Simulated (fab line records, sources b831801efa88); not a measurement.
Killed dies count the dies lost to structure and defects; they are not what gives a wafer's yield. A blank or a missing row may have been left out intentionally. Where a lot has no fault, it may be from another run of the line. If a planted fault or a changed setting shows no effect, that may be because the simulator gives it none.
fab line records + flow sky130 + part 2 of 2: steps 29 to 41 of 41
[record]
- lots = 5
- wafers = 15
- lastDay = 49
route steps=708 shown SONOS_TUNNEL@161 SONOS_ONO@168 GATE_OXIDE@187
lots that met no fault: taken from a fault-free run of the same line
startH: the number of hours between the record's first day and the start of the first shown wafer of the lot + waitH: how many hours have passed since the lot's step before this one + " unchanged from the row above + L1.1+2: a row that stands for several wafers + - either no value or no given start + * or withheld: withheld + < > ~ a bound
route shown NAME@n: a module of which the file shows steps, and the number in the route of the first + usual: mean and standard deviation over wafers with no fault + same: alike in all rows + chamber/n: place in a boat + sites: readings site by site + _std_site: standard deviation across them + _edge_site: inner sites' mean taken away from outer sites' mean + radiusMm: for every site, how far away it sits from the centre of the wafer + mask NAME#n: copy n + behind: the last tool/chamber to shape the wafer + hold: reason for holding the lot/hours on hold/outcome of the hold + device: the transistor (n, p or np) that didn't switch + end of line: tests run on the same wafers once the route is complete + a step with no rows: only its recipe + killed: count of dies lost to structure and defects at first sort (not the wafer's yield) + map: a wafer's dies, marking killed ones x, the rest . and places with no die _
set.NAME: the run value of the setting; set.NAME@STEP: its run value at that earlier step + model.NAME: the simulator's own value behind a step, which no gauge read
certain route steps with their lots: each step a table, each wafer a row
services: when a tool's chamber went out of use (startH, in hours from the record's first day, below 0 if earlier), for how many hours, and the reason
[[steps]]
[step SKY_GATE_OXIDE_THK_MEAS_02]
[recipe]
- reads = SiO2_of_GATE_OXIDE_OXIDATION_01
[usual]
- GATE_OXIDE_OXIDATION_00_THK = 10.27/0.23
| lot.wafer | tool         | chamber | startH | waitH | GATE_OXIDE_OXIDATION_00_THK[nm] |
|-----------|--------------|---------|--------|-------|---------------------------------|
| L075.1    | filmMetro-02 | -       | 290.05 | 0.0   | 10.21                           |
| L075.2    | "            | -       | "      | "     | 10.45                           |
| L075.3    | "            | -       | "      | "     | 10.46                           |
| L077.2    | filmMetro-02 | -       | 314.57 | 0.0   | 10.00                           |
| L077.3    | "            | -       | "      | "     | 10.24                           |
| L077.5    | "            | -       | "      | "     | 10.00                           |
| L085.2    | filmMetro-02 | -       | 383.48 | 0.0   | 10.68                           |
| L085.3    | "            | -       | "      | "     | 10.40                           |
| L085.6    | "            | -       | "      | "     | 10.45                           |
| L087.1    | filmMetro-02 | -       | 394.95 | 0.0   | 10.21                           |
| L087.2    | "            | -       | "      | "     | 10.54                           |
| L087.3    | "            | -       | "      | "     | 10.48                           |
| L091.1    | filmMetro-04 | -       | 431.07 | 0.0   | 10.05                           |
| L091.3    | "            | -       | "      | "     | 10.05                           |
| L091.5    | "            | -       | "      | "     | 10.04                           |
[step SKY_GATE_OXIDE_DEHYDRATE_03]
[recipe]
- tempC = 200
- timeS = 60
| lot.wafer  | tool          | chamber | startH | waitH |
|------------|---------------|---------|--------|-------|
| L075.1+2+3 | lithoTrack-04 | 0       | 302.58 | 12.5  |
| L077.2+3+5 | lithoTrack-04 | 0       | 326.76 | 12.2  |
| L085.2+3+6 | lithoTrack-03 | 0       | 397.28 | 13.8  |
| L087.1+2+3 | lithoTrack-03 | 0       | 408.51 | 13.5  |
| L091.1+3+5 | lithoTrack-03 | 0       | 445.61 | 14.5  |
[step SKY_GATE_OXIDE_HMDS_04]
[recipe]
- primeTimeS = 60
- primeTempC = 120
[same]
- primeTimeS = 60
| lot.wafer  | tool          | chamber | startH | waitH |
|------------|---------------|---------|--------|-------|
| L075.1+2+3 | lithoTrack-04 | 0       | 302.73 | 0.1   |
| L077.2+3+5 | lithoTrack-04 | 0       | 326.91 | 0.1   |
| L085.2+3+6 | lithoTrack-03 | 0       | 397.43 | 0.1   |
| L087.1+2+3 | lithoTrack-03 | 0       | 408.66 | 0.1   |
| L091.1+3+5 | lithoTrack-03 | 0       | 445.76 | 0.1   |
[step SKY_GATE_OXIDE_COAT_05]
[recipe]
- resist = NOVOLAK
- spinRpm = 3000
- resistThkNm = 1140
| lot.wafer  | tool          | chamber | startH | waitH |
|------------|---------------|---------|--------|-------|
| L075.1+2+3 | lithoTrack-04 | 0       | 302.88 | 0.1   |
| L077.2+3+5 | lithoTrack-04 | 0       | 327.06 | 0.1   |
| L085.2+3+6 | lithoTrack-03 | 0       | 397.58 | 0.1   |
| L087.1+2+3 | lithoTrack-03 | 0       | 408.81 | 0.1   |
| L091.1+3+5 | lithoTrack-03 | 0       | 445.91 | 0.1   |
[step SKY_GATE_OXIDE_SOFTBAKE_06]
[recipe]
- tempC = 90
- timeS = 60
- resist = NOVOLAK
| lot.wafer  | tool          | chamber | startH | waitH |
|------------|---------------|---------|--------|-------|
| L075.1+2+3 | lithoTrack-04 | 0       | 303.03 | 0.1   |
| L077.2+3+5 | lithoTrack-04 | 0       | 327.21 | 0.1   |
| L085.2+3+6 | lithoTrack-03 | 0       | 397.73 | 0.1   |
| L087.1+2+3 | lithoTrack-03 | 0       | 408.96 | 0.1   |
| L091.1+3+5 | lithoTrack-03 | 0       | 446.06 | 0.1   |
[step SKY_GATE_OXIDE_EXPOSE_07]
[recipe]
- maskId = LVOM
- na = 0.6
- sourceShape = conventional
- sigmaOuter = 0.6
- polarization = unpolarized
- targetCdNm = 600
- doseMj = 170
[usual]
- focusOffsetNm = 0.0/0.47
- stageVelMmS = 500.02/0.24
| lot.wafer | tool            | chamber | startH | waitH | mask   | focusOffsetNm | stageVelMmS |
|-----------|-----------------|---------|--------|-------|--------|---------------|-------------|
| L075.1    | ilineStepper-01 | 0       | -      | -     | LVOM#0 | 0.5           | 499.86      |
| L075.2    | "               | 0       | "      | "     | LVOM#0 | 0.0           | 500.05      |
| L075.3    | "               | 0       | "      | "     | LVOM#0 | 0.2           | 499.75      |
| L077.2    | ilineStepper-02 | 0       | -      | -     | LVOM#0 | -0.4          | 500.05      |
| L077.3    | "               | 0       | "      | "     | LVOM#0 | 0.6           | 500.13      |
| L077.5    | "               | 0       | "      | "     | LVOM#0 | 0.0           | 500.17      |
| L085.2    | ilineStepper-01 | 0       | -      | -     | LVOM#0 | 0.4           | 499.97      |
| L085.3    | "               | 0       | "      | "     | LVOM#0 | 0.1           | 499.89      |
| L085.6    | "               | 0       | "      | "     | LVOM#0 | 0.2           | 499.93      |
| L087.1    | ilineStepper-01 | 0       | -      | -     | LVOM#0 | -0.9          | 500.38      |
| L087.2    | "               | 0       | "      | "     | LVOM#0 | -0.6          | 499.86      |
| L087.3    | "               | 0       | "      | "     | LVOM#0 | -0.6          | 500.33      |
| L091.1    | ilineStepper-01 | 0       | -      | -     | LVOM#0 | 0.0           | 499.81      |
| L091.3    | "               | 0       | "      | "     | LVOM#0 | 0.0           | 500.12      |
| L091.5    | "               | 0       | "      | "     | LVOM#0 | 0.4           | 499.82      |
[step SKY_GATE_OXIDE_PEB_08]
[recipe]
- tempC = withheld
- timeS = *
- resist = NOVOLAK
| lot.wafer  | tool          | chamber | startH | waitH |
|------------|---------------|---------|--------|-------|
| L075.1+2+3 | lithoTrack-03 | 0       | -      | -     |
| L077.2+3+5 | lithoTrack-01 | 0       | -      | -     |
| L085.2+3+6 | lithoTrack-01 | 0       | -      | -     |
| L087.1+2+3 | lithoTrack-03 | 0       | -      | -     |
| L091.1+3+5 | lithoTrack-04 | 0       | -      | -     |
[step SKY_GATE_OXIDE_DEVELOP_09]
[recipe]
- resist = NOVOLAK
- developer = TMAH
- developTimeS = 60
- devTempC = 23
[same]
- developTimeS = 60
| lot.wafer  | tool          | chamber | startH | waitH |
|------------|---------------|---------|--------|-------|
| L075.1+2+3 | lithoTrack-03 | 0       | 315.21 | 0.1   |
| L077.2+3+5 | lithoTrack-01 | 0       | 340.47 | 0.1   |
| L085.2+3+6 | lithoTrack-01 | 0       | 412.22 | 0.1   |
| L087.1+2+3 | lithoTrack-03 | 0       | 424.56 | 0.1   |
| L091.1+3+5 | lithoTrack-04 | 0       | 461.93 | 0.1   |
[step SKY_GATE_OXIDE_OVL_MEAS_10]
[usual]
- GATE_OXIDE_OVL = 0.2/1.3
| lot.wafer | tool       | chamber | startH | waitH | GATE_OXIDE_OVL[nm] |
|-----------|------------|---------|--------|-------|--------------------|
| L075.1    | overlay-02 | -       | 315.36 | 0.1   | -2.1               |
| L075.2    | "          | -       | "      | "     | -4.1               |
| L075.3    | "          | -       | "      | "     | -1.0               |
| L077.2    | overlay-02 | -       | 340.60 | 0.1   | -0.3               |
| L077.3    | "          | -       | "      | "     | -1.3               |
| L077.5    | "          | -       | "      | "     | -2.4               |
| L085.2    | overlay-01 | -       | 412.36 | 0.1   | 0.2                |
| L085.3    | "          | -       | "      | "     | 0.9                |
| L085.6    | "          | -       | "      | "     | 0.6                |
| L087.1    | overlay-02 | -       | 424.71 | 0.1   | -0.2               |
| L087.2    | "          | -       | "      | "     | 1.4                |
| L087.3    | "          | -       | "      | "     | -1.0               |
| L091.1    | overlay-02 | -       | 462.08 | 0.1   | -0.5               |
| L091.3    | "          | -       | "      | "     | -1.2               |
| L091.5    | "          | -       | "      | "     | -0.3               |
[step SKY_GATE_OXIDE_IMPLANT_11]
[recipe]
- species = B
- energyKev = 10
- doseCm2 = 2.6e+12
- tiltDeg = withheld
[usual]
- endStationPressureTorr = 5.02e-06/2.6e-07
[same]
- implantIonAmu = 11
| lot.wafer | tool         | chamber | startH | waitH | endStationPressureTorr |
|-----------|--------------|---------|--------|-------|------------------------|
| L075.1    | implanter-02 | 0       | 315.39 | 0.0   | 5.24e-06               |
| L075.2    | "            | 0       | "      | "     | 5.2e-06                |
| L075.3    | "            | 0       | "      | "     | 5.09e-06               |
| L077.2    | implanter-01 | 0       | 340.66 | 0.0   | 5.04e-06               |
| L077.3    | "            | 0       | "      | "     | 4.89e-06               |
| L077.5    | "            | 0       | "      | "     | 5.76e-06               |
| L085.2    | implanter-02 | 0       | 412.41 | 0.0   | 5.41e-06               |
| L085.3    | "            | 0       | "      | "     | 5.04e-06               |
| L085.6    | "            | 0       | "      | "     | 4.68e-06               |
| L087.1    | implanter-01 | 0       | 424.74 | 0.0   | 4.32e-06               |
| L087.2    | "            | 0       | "      | "     | 4.79e-06               |
| L087.3    | "            | 0       | "      | "     | 5.21e-06               |
| L091.1    | implanter-03 | 0       | 462.12 | 0.0   | 5.24e-06               |
| L091.3    | "            | 0       | "      | "     | 4.85e-06               |
| L091.5    | "            | 0       | "      | "     | 4.77e-06               |
[step SKY_GATE_OXIDE_WET_ETCH_12]
[recipe]
- chemistry = dHF
- targetDepthNm = 16.8
- dry = n2Spin
- target = SiO2
- dilution = 100:1
- tempC = 25
- timeS = 336
| lot.wafer  | tool        | chamber | startH | waitH |
|------------|-------------|---------|--------|-------|
| L075.1+2+3 | wetBench-01 | 3       | 315.54 | 0.1   |
| L077.2+3+5 | wetBench-04 | 3       | 340.78 | 0.1   |
| L085.2+3+6 | wetBench-02 | 3       | 412.54 | 0.1   |
| L087.1+2+3 | wetBench-01 | 3       | 424.89 | 0.1   |
| L091.1+3+5 | wetBench-02 | 3       | 462.27 | 0.1   |
[step SKY_GATE_OXIDE_STRIP_13]
[recipe]
- chemistry = O2/N2
- powerW = 1400
- pressureMtorr = 1500
- platenTempC = withheld
- o2FlowSccm = 3000
- n2FlowSccm = 300
- overashFraction = 0.5
[usual]
- drypumpMotorCurrentA = 5.6/0.49
- oesProductAu = 0.715/0.0047
- stripTimeToEndpointS = 14.18/0.036
| lot.wafer | tool           | chamber | startH | waitH | drypumpMotorCurrentA | oesProductAu | rfHoursCounterH | stripTimeToEndpointS |
|-----------|----------------|---------|--------|-------|----------------------|--------------|-----------------|----------------------|
| L075.1    | plasmaAsher-03 | 1       | 315.65 | 0.0   | 5.8                  | 0.715        | 58              | 14.15                |
| L075.2    | "              | 0       | "      | "     | 5.5                  | 0.722        | 58              | 14.16                |
| L075.3    | "              | 0       | "      | "     | 5.5                  | 0.719        | -               | 14.16                |
| L077.2    | plasmaAsher-01 | 1       | 340.89 | 0.0   | 6.1                  | 0.717        | 67              | 14.16                |
| L077.3    | "              | 0       | "      | "     | 5.0                  | 0.712        | -               | 14.16                |
| L077.5    | "              | 0       | "      | "     | 5.0                  | 0.723        | -               | 14.16                |
| L085.2    | plasmaAsher-01 | 1       | 412.64 | 0.0   | 6.1                  | 0.715        | 74              | 14.10                |
| L085.3    | "              | 1       | "      | "     | 6.1                  | 0.711        | -               | 14.06                |
| L085.6    | "              | 1       | "      | "     | 6.1                  | 0.716        | -               | 14.17                |
| L087.1    | plasmaAsher-04 | 1       | 424.99 | 0.0   | 6.3                  | 0.710        | 61              | 14.13                |
| L087.2    | "              | 0       | "      | "     | 5.0                  | 0.705        | 61              | 14.17                |
| L087.3    | "              | 0       | "      | "     | 5.0                  | 0.719        | -               | 14.17                |
| L091.1    | plasmaAsher-01 | 0       | 462.37 | 0.0   | 5.0                  | 0.716        | 3               | 14.15                |
| L091.3    | "              | 1       | "      | "     | 6.1                  | 0.720        | -               | 14.13                |
| L091.5    | "              | 1       | "      | "     | 6.1                  | 0.720        | -               | 14.14                |
[step SKY_GATE_OXIDE_TW_MEAS_14]
[usual]
- GATE_OXIDE_TW = 225.5/1.2
| lot.wafer | tool         | chamber | startH | waitH | GATE_OXIDE_TW |
|-----------|--------------|---------|--------|-------|---------------|
| L075.1    | filmMetro-02 | -       | 315.75 | 0.1   | 223.1         |
| L075.2    | "            | -       | "      | "     | 224.3         |
| L075.3    | "            | -       | "      | "     | 223.7         |
| L077.2    | filmMetro-04 | -       | 341.00 | 0.1   | 225.0         |
| L077.3    | "            | -       | "      | "     | 226.4         |
| L077.5    | "            | -       | "      | "     | 225.7         |
| L085.2    | filmMetro-04 | -       | 412.75 | 0.1   | 225.6         |
| L085.3    | "            | -       | "      | "     | 226.5         |
| L085.6    | "            | -       | "      | "     | 225.6         |
| L087.1    | filmMetro-02 | -       | 425.09 | 0.1   | 225.5         |
| L087.2    | "            | -       | "      | "     | 225.8         |
| L087.3    | "            | -       | "      | "     | 225.7         |
| L091.1    | filmMetro-01 | -       | 462.50 | 0.1   | 227.0         |
| L091.3    | "            | -       | "      | "     | 227.0         |
| L091.5    | "            | -       | "      | "     | 227.8         |
[[services]]
| tool            | chamber | startH | hours | kind   |
|-----------------|---------|--------|-------|--------|
| furnace-02      | -       | 237.33 | 2.9   | pm     |
| rieDiel-02      | 0       | 239.89 | 4.9   | repair |
| wetBench-02     | -       | 243.03 | 6.9   | repair |
| wetBench-02     | -       | 258.90 | 2.2   | repair |
| wetBench-01     | -       | 275.99 | 3.4   | repair |
| rieDiel-04      | 2       | 291.33 | 11.4  | repair |
| plasmaAsher-04  | -       | 308.00 | 13.5  | repair |
| lpcvd-03        | -       | 308.43 | 6.1   | pm     |
| rieDiel-02      | 3       | 317.67 | 3.5   | repair |
| wetBench-03     | -       | 320.22 | 5.2   | repair |
| rieDiel-02      | -       | 341.01 | 2.8   | pm     |
| lpcvd-03        | -       | 341.54 | 0.6   | repair |
| furnace-01      | -       | 345.58 | 3.4   | pm     |
| plasmaAsher-04  | -       | 353.76 | 5.7   | repair |
| ilineStepper-01 | -       | 376.72 | 2.1   | repair |
| furnace-02      | -       | 379.66 | 3.8   | pm     |
| lpcvd-02        | -       | 383.70 | 6.1   | pm     |
| plasmaAsher-01  | -       | 421.30 | 9.0   | pm     |
| furnace-02      | -       | 426.94 | 7.5   | repair |
| ilineStepper-01 | -       | 428.27 | 1.7   | pm     |
| implanter-01    | -       | 430.40 | 0.9   | repair |
| wetBench-04     | -       | 437.09 | 1.6   | repair |
| implanter-01    | -       | 439.31 | 2.6   | repair |
| wetBench-04     | -       | 459.19 | 1.9   | repair |
